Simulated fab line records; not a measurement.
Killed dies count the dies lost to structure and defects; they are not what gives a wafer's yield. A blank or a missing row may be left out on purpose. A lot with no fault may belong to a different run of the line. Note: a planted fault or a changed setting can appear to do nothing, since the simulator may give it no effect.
Which tool is to blame? ; flow gf180mcu ; Sampling: 24 lots, 72 wafers, 6 of 602 route steps

## WHAT EACH GAUGE READ, for each wafer
GF_PASSIVATION_BOW_MEAS_14.
lot;measured;on;PASSIVATION_BOW (um)
L074;day 28 23:10;film_metro-02;141 156 145
L075;day 29 20:52;film_metro-01;135 146 135
L077;day 30 04:58;film_metro-02;123 129 131
L076;day 30 07:07;film_metro-02;119 132 123
L078;day 30 10:58;film_metro-01;145 136 141
L079;day 30 21:52;film_metro-02;141 125 139
L080;day 30 23:15;film_metro-01;145 142 135
L081;day 31 10:15;film_metro-02;142 132 146
L082;day 31 15:43;film_metro-01;144 149 144
L083;day 32 00:46;film_metro-03;129 141 129
L084;day 32 01:43;film_metro-01;159 150 142
L085;day 32 09:17;film_metro-03;119 125 133
L086;day 32 10:52;film_metro-01;116 121 124
L087;day 32 16:09;film_metro-02;150 156 136
L088;day 33 00:26;film_metro-03;120 115 113
L089;day 33 06:36;film_metro-03;141 136 139
L090;day 33 11:40;film_metro-01;123 161 171
L091;day 33 16:12;film_metro-03;123 140 133
L092;day 34 00:45;film_metro-02;151 147 154
L093;day 34 02:50;film_metro-03;149 134 137
L094;day 34 10:06;film_metro-02;138 141 146
L095;day 34 17:06;film_metro-01;140 138 129
L096;day 34 19:28;film_metro-02;147 140 146
L097;day 34 21:41;film_metro-03;135 144 137

## EACH LOT AND THE TOOL THAT RAN IT (in order: tool; ch and the chambers of the sampled wafers; start)
lot;GF_HV_LDD_STRIP_37;GF_CONTACT_ETCH_17;GF_M1_SPUTTER_02;GF_V3_ETCH_16;GF_V4_CVD_02
L074;plasma_asher-03 ch 0,1, day 11 15:05;rie_diel-02 ch 0,1,2, day 16 01:43 or earlier;pvd_sputter-04, day 16 01:43;rie_diel-01 ch 0,1,2, day 22 08:34;pecvd-01 ch 0,1,2, day 23 09:23
L075;plasma_asher-02 ch 1, day 12 11:35;rie_diel-02 ch 1,2, day 17 03:50 or earlier;pvd_sputter-01, day 17 03:50;rie_diel-03 ch 1,2,3, day 23 09:32;pecvd-04 ch 1,2, day 24 10:14
L077;plasma_asher-04 ch 0,1, day 12 18:50;rie_diel-04 ch 0,1, day 17 12:23 or earlier;pvd_sputter-02, day 17 12:23;rie_diel-01 ch 0,1,2, day 23 17:17;pecvd-01 ch 0,1,2, day 24 17:54
L076;plasma_asher-02 ch 0,1, day 12 20:22;rie_diel-04 ch 2,3, day 17 15:24 or earlier;pvd_sputter-04, day 17 15:24;rie_diel-03 ch 0,2, day 23 21:35;pecvd-02 ch 0,1, day 24 21:02
L078;plasma_asher-02 ch 0,1, day 13 02:51;rie_diel-01 ch 0,1, day 17 23:24 or earlier;pvd_sputter-01, day 17 23:24;rie_diel-01 ch 1,2,3, day 24 03:43;pecvd-02 ch 1,2, day 25 03:47
L079;plasma_asher-02 ch 0,1, day 13 13:55;rie_diel-02 ch 1,2,3, day 18 09:49 or earlier;pvd_sputter-01, day 18 09:49;rie_diel-04 ch 0,1,2, day 24 14:25;pecvd-01 ch 0,1,2, day 25 14:37
L080;plasma_asher-04 ch 0,1, day 13 15:23;rie_diel-01 ch 1,3, day 18 11:11 or earlier;pvd_sputter-01, day 18 11:11;rie_diel-03 ch 0,1,3, day 24 16:01;pecvd-01 ch 0,1,2, day 25 16:08
L081;plasma_asher-02 ch 0,1, day 14 04:11;rie_diel-04 ch 0,2,3, day 19 01:17 or earlier;pvd_sputter-04, day 19 01:17;rie_diel-04 ch 0,1,3, day 25 04:49;pecvd-01 ch 1,2, day 26 04:28
L082;plasma_asher-02 ch 0,1, day 14 08:48;rie_diel-02 ch 0,1, day 19 09:56 or earlier;pvd_sputter-02, day 19 09:56;rie_diel-01 ch 0,2,3, day 25 11:55;pecvd-01 ch 0,1,2, day 26 11:37
L083;plasma_asher-04 ch 0,1, day 14 21:43;rie_diel-04 ch 0,1, day 19 23:04 or earlier;pvd_sputter-01, day 19 23:04;rie_diel-04 ch 0,1, day 26 00:05;pecvd-01 ch 0,1, day 26 23:11
L084;plasma_asher-04 ch 0,1, day 14 22:01;rie_diel-01 ch 0,1,2, day 20 00:37 or earlier;pvd_sputter-04, day 20 00:37;rie_diel-01 ch 0,2,3, day 26 01:02;pecvd-04 ch 1,2, day 26 23:53
L085;plasma_asher-04 ch 0,1, day 15 07:37;rie_diel-02 ch 1,2, day 20 11:02 or earlier;pvd_sputter-01, day 20 11:02;rie_diel-04 ch 0,2, day 26 09:16;pecvd-02 ch 0,1,2, day 27 08:17
L086;plasma_asher-04 ch 0,1, day 15 11:46;rie_diel-04 ch 0,1,2, day 20 13:53 or earlier;pvd_sputter-01, day 20 13:53;rie_diel-01 ch 0,2,3, day 26 12:13;pecvd-01 ch 0,1,2, day 27 10:54
L087;plasma_asher-02 ch 0,1, day 15 17:18;rie_diel-02 ch 0,2,3, day 20 22:20 or earlier;pvd_sputter-02, day 20 22:20;rie_diel-01 ch 0,2, day 26 19:01;pecvd-02 ch 0,2, day 27 17:37
L088;plasma_asher-02 ch 0,1, day 16 01:19;rie_diel-04 ch 0,1,3, day 21 07:01 or earlier;pvd_sputter-02, day 21 07:01;rie_diel-01 ch 0,1,2, day 27 03:26;pecvd-02 ch 0,2, day 28 02:19
L089;plasma_asher-04 ch 0,1, day 16 11:01;rie_diel-02 ch 0,1,3, day 21 16:35 or earlier;pvd_sputter-02, day 21 16:35;rie_diel-03 ch 0,1,3, day 27 11:46;pecvd-01 ch 0,1,2, day 28 10:12
L090;plasma_asher-02 ch 0,1, day 16 15:38;rie_diel-01 ch 0,3, day 21 23:25 or earlier;pvd_sputter-04, day 21 23:25;rie_diel-03 ch 0,3, day 27 16:31;pecvd-04 ch 1,2, day 28 14:59
L091;plasma_asher-04 ch 0, day 16 22:32;rie_diel-01 ch 2,3, day 22 05:19 or earlier;pvd_sputter-01, day 22 05:19;rie_diel-04 ch 0,1,2, day 27 21:59;pecvd-01 ch 1,2, day 28 20:47
L092;plasma_asher-02 ch 0,1, day 17 13:55;rie_diel-01 ch 0,1,2, day 22 19:57 or earlier;pvd_sputter-01, day 22 19:57;rie_diel-04 ch 1,2, day 28 10:43;pecvd-02 ch 0,2, day 29 08:08
L093;plasma_asher-03 ch 0,1, day 17 17:18;rie_diel-04 ch 1,2,3, day 23 01:11 or earlier;pvd_sputter-01, day 23 01:11;rie_diel-03 ch 0,2,3, day 28 14:41;pecvd-04 ch 0,1,2, day 29 12:29
L094;plasma_asher-04 ch 0,1, day 18 04:01;rie_diel-04 ch 0,1, day 23 12:31 or earlier;pvd_sputter-04, day 23 12:31;rie_diel-04 ch 0,1,2, day 28 23:01;pecvd-02 ch 1,2, day 29 20:19
L095;plasma_asher-03 ch 0,1, day 18 13:40;rie_diel-02 ch 1,2,3, day 23 19:06 or earlier;pvd_sputter-02, day 23 19:06;rie_diel-04 ch 1,2, day 29 07:41;pecvd-01 ch 1,2, day 30 05:08
L096;plasma_asher-03 ch 0,1, day 18 17:11;rie_diel-02 ch 0,2, day 23 23:02 or earlier;pvd_sputter-01, day 23 23:02;rie_diel-04 ch 0,1,2, day 29 09:59;pecvd-04 ch 1,2, day 30 07:30
L097;plasma_asher-04 ch 0,1, day 18 22:52;rie_diel-02 ch 0,2,3, day 24 05:00 or earlier;pvd_sputter-02, day 24 05:00;rie_diel-04 ch 0,2,3, day 29 14:05;pecvd-02 ch 0,1, day 30 11:40
- GF_HV_LDD_STRIP_37: strips in O2/N2.
- GF_CONTACT_ETCH_17: etches SiO2 in C4F8/O2/Ar, stops on CoSi2, target depth 860 nm.
- GF_M1_SPUTTER_02: material AlCu, target thk 450 nm, time 23.9 s.
- GF_V3_ETCH_16: etches BARC in N2/H2.
- GF_V4_CVD_02: deposits SiO2 from TEOS, target thk 850 nm, time 94.851 s.

## WHAT THE TOOLS THEMSELVES READ (means of the sampled wafers that have a number; where no wafer has one, the mark that the record gives instead)
GF_HV_LDD_STRIP_37.
lot;tool;drypump_motor_current_A (A);heater_power_w (W);oes_product_au (a.u.);strip_time_to_endpoint_s (s)
L074;plasma_asher-03;6.2;313;0.716;12.66
L075;plasma_asher-02;6.2;324;0.714;12.63
L077;plasma_asher-04;5.3;389;0.715;12.67
L076;plasma_asher-02;6.1;324;0.717;12.62
L078;plasma_asher-02;6.1;320;0.714;12.61
L079;plasma_asher-02;6.1;322;0.717;12.59
L080;plasma_asher-04;5.3;398;0.718;12.60
L081;plasma_asher-02;6.1;323;0.718;12.64
L082;plasma_asher-02;6.1;325;0.714;12.63
L083;plasma_asher-04;5.2;353;0.713;12.65
L084;plasma_asher-04;5.2;351;0.714;12.60
L085;plasma_asher-04;5.3;387;0.715;12.66
L086;plasma_asher-04;5.2;354;0.718;12.65
L087;plasma_asher-02;6.1;327;0.716;12.64
L088;plasma_asher-02;6.1;319;0.716;12.60
L089;plasma_asher-04;5.2;351;0.715;12.59
L090;plasma_asher-02;6.2;323;0.716;12.62
L091;plasma_asher-04;5.4;431;0.715;12.57
L092;plasma_asher-02;6.1;322;0.711;12.63
L093;plasma_asher-03;6.2;309;0.718;12.66
L094;plasma_asher-04;5.3;391;0.713;12.62
L095;plasma_asher-03;5.9;326;0.712;12.61
L096;plasma_asher-03;5.9;328;0.717;12.62
L097;plasma_asher-04;5.2;354;0.713;12.65

GF_CONTACT_ETCH_17.
lot;tool;oes_product_au (a.u.)
L074;rie_diel-02;0.818
L075;rie_diel-02;0.816
L077;rie_diel-04;0.814
L076;rie_diel-04;0.814
L078;rie_diel-01;0.812
L079;rie_diel-02;0.814
L080;rie_diel-01;0.816
L081;rie_diel-04;0.817
L082;rie_diel-02;0.815
L083;rie_diel-04;0.816
L084;rie_diel-01;0.812
L085;rie_diel-02;0.814
L086;rie_diel-04;0.811
L087;rie_diel-02;0.812
L088;rie_diel-04;0.812
L089;rie_diel-02;0.818
L090;rie_diel-01;0.815
L091;rie_diel-01;0.813
L092;rie_diel-01;0.812
L093;rie_diel-04;0.816
L094;rie_diel-04;0.819
L095;rie_diel-02;0.811
L096;rie_diel-02;0.817
L097;rie_diel-02;0.817

GF_M1_SPUTTER_02.
lot;tool;throttle_valve_pct (%)
L074;pvd_sputter-04;30.2
L075;pvd_sputter-01;31.1
L077;pvd_sputter-02;29.6
L076;pvd_sputter-04;30.1
L078;pvd_sputter-01;30.7
L079;pvd_sputter-01;30.4
L080;pvd_sputter-01;30.3
L081;pvd_sputter-04;30.0
L082;pvd_sputter-02;30.7
L083;pvd_sputter-01;29.9
L084;pvd_sputter-04;30.1
L085;pvd_sputter-01;30.7
L086;pvd_sputter-01;30.8
L087;pvd_sputter-02;30.6
L088;pvd_sputter-02;30.2
L089;pvd_sputter-02;29.9
L090;pvd_sputter-04;29.8
L091;pvd_sputter-01;30.8
L092;pvd_sputter-01;30.4
L093;pvd_sputter-01;30.9
L094;pvd_sputter-04;29.7
L095;pvd_sputter-02;30.0
L096;pvd_sputter-01;31.3
L097;pvd_sputter-02;30.7

GF_V3_ETCH_16.
lot;tool;drypump_motor_current_A (A);oes_product_au (a.u.);throttle_valve_pct (%)
L074;rie_diel-01;5.9;0.853;13.214
L075;rie_diel-03;6.0;0.855;13.220
L077;rie_diel-01;5.9;0.849;13.224
L076;rie_diel-03;5.2;0.851;13.224
L078;rie_diel-01;5.5;0.854;13.223
L079;rie_diel-04;5.6;0.861;13.213
L080;rie_diel-03;5.8;0.855;13.227
L081;rie_diel-04;5.1;0.855;13.227
L082;rie_diel-01;5.9;0.855;13.228
L083;rie_diel-04;5.3;0.856;13.224
L084;rie_diel-01;5.9;0.853;13.222
L085;rie_diel-04;6.0;0.853;13.214
L086;rie_diel-01;5.9;0.852;13.222
L087;rie_diel-01;6.2;0.859;13.224
L088;rie_diel-01;5.9;0.855;13.225
L089;rie_diel-03;5.7;0.855;13.222
L090;rie_diel-03;5.3;0.854;13.217
L091;rie_diel-04;5.7;0.852;13.227
L092;rie_diel-04;6.2;0.856;13.231
L093;rie_diel-03;5.7;0.855;13.223
L094;rie_diel-04;5.7;0.851;13.237
L095;rie_diel-04;6.2;0.857;13.228
L096;rie_diel-04;5.7;0.855;13.238
L097;rie_diel-04;5.5;0.848;13.225

GF_V4_CVD_02.
lot;tool;heater_power_w (W)
L074;pecvd-01;680
L075;pecvd-04;680
L077;pecvd-01;661
L076;pecvd-02;607
L078;pecvd-02;661
L079;pecvd-01;668
L080;pecvd-01;626
L081;pecvd-01;606
L082;pecvd-01;653
L083;pecvd-01;620
L084;pecvd-04;609
L085;pecvd-02;649
L086;pecvd-01;664
L087;pecvd-02;634
L088;pecvd-02;662
L089;pecvd-01;630
L090;pecvd-04;613
L091;pecvd-01;558
L092;pecvd-02;637
L093;pecvd-04;609
L094;pecvd-02;697
L095;pecvd-01;579
L096;pecvd-04;688
L097;pecvd-02;591

## THE ANSWER, worked out from the rows above alone
Rule: the lots themselves supply what counts as usual. Put in order of their means at a reading, lots are off if they are a third of the lots or fewer, leave a main group of 4 or more, and stand apart from it by a gap of 3 or more times the standard deviation of the main group's means; of several such gaps the widest counts. The tables above print the reading to a certain number of digits; a main group whose means all agree to those digits is not used. Also off: a lot with no number at a reading for which 4 or more lots have one. Where the step has rows for the other lots, those lots are counted as sound. The gauges are gone through in route order, then the tools' own readings, and for those a lot's mean is taken as printed above. The first step at which some lot is off is used, and at that step the reading that is off furthest; a lot without a number counts as furthest.
Nothing can be told from this: no lot is off at any reading shown.

## WHAT HAD BEEN PUT IN BY THE SIMULATOR
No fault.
